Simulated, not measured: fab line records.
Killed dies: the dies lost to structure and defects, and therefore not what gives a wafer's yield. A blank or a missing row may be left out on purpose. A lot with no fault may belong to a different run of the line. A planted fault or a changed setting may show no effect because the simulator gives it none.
Which tool was responsible? -- flow sky130 -- 9 lots, 27 wafers sampled, at 4 steps of a route of 708

WHAT EACH GAUGE READ, for each wafer
SKY_VIA2_CD_MEAS_12: the cd target is 200 nm.
lot,measured,on,cdNm (nm)
L322,day 36 14:23,cdSem-02,201.4 200.9 201.4
L323,day 36 22:46,cdSem-01,200.3 200.6 200.1
L324,day 37 07:46,cdSem-02,202.2 202.6 201.7
L325,day 37 23:38,cdSem-01,202.8 202.2 201.8
L326,day 38 07:30,cdSem-02,203.4 202.8 203.4
L334,day 40 19:04,cdSem-01,195.2 200.7 194.1 195.1 200.6 194.2
L338,day 41 12:44,cdSem-02,200.2 198.5 199.3
L341,day 42 11:14,cdSem-01,200.9 200.1 200.8
L344,day 43 07:59,cdSem-02,201.1 200.0 200.3

WHICH TOOL RAN EACH LOT (tool, then ch and the chambers of the sampled wafers, then the start)
lot,SKY_METAL1_ETCH_18,SKY_METAL2_SPUTTER_03,SKY_VIA2_DEVELOP_11
L322,"rieMetal-04 ch 0,1, day 33 02:50","pvdSputter-04, day 34 07:27","lithoTrack-03 ch 0, day 36 14:00"
L323,"rieMetal-03 ch 0,1, day 33 10:52","pvdSputter-02, day 34 15:59","lithoTrack-02 ch 0, day 36 22:00"
L324,"rieMetal-02 ch 0,1, day 33 19:50","pvdSputter-04, day 35 01:23","lithoTrack-02 ch 0, day 37 07:00"
L325,"rieMetal-04 ch 0,1, day 34 12:26","pvdSputter-02, day 35 17:36","lithoTrack-04 ch 0, day 37 23:00"
L326,"rieMetal-02 ch 0,1, day 34 20:28","pvdSputter-02, day 36 02:05","lithoTrack-02 ch 0, day 38 07:00"
L334,"rieMetal-02 ch 0,1, day 37 11:27","pvdSputter-03, day 38 15:56","lithoTrack-03 ch 0, day 40 18:00"
L338,"rieMetal-04 ch 1, day 38 06:22","pvdSputter-02, day 39 10:20","lithoTrack-04 ch 0, day 41 12:00"
L341,"rieMetal-03 ch 0,1, day 39 06:12","pvdSputter-03, day 40 09:38","lithoTrack-02 ch 0, day 42 10:00"
L344,"rieMetal-02 ch 0,1, day 40 03:29","pvdSputter-03, day 41 06:15","lithoTrack-02 ch 0, day 43 07:00"
- SKY_METAL1_ETCH_18: etches BARC in N2/H2, stops on SiO2, time 45.9 s, target depth 60 nm.
- SKY_METAL2_SPUTTER_03: material Ti, target thk 5 nm, time 3.3 s.
- SKY_VIA2_DEVELOP_11: develop time 60 s.

THE ANSWER, worked out from the rows above alone
Rule: what is usual is taken from the lots themselves. The widest of any qualifying gaps counts: lots, ordered by their means at a reading, are off when they make up no more than a third of the lots, leave a main group of 4 or more, and stand apart from it by 3 or more times the standard deviation of that group's means. A main group is skipped when, at the precision printed for the reading in the tables above, its means are all equal. A lot without any number at a reading at which 4 lots or more have one is off too. The other lots that the step has rows for count as sound.
None of the lots is off at any reading shown; this tells nothing.

WHAT THE SIMULATOR PUT IN
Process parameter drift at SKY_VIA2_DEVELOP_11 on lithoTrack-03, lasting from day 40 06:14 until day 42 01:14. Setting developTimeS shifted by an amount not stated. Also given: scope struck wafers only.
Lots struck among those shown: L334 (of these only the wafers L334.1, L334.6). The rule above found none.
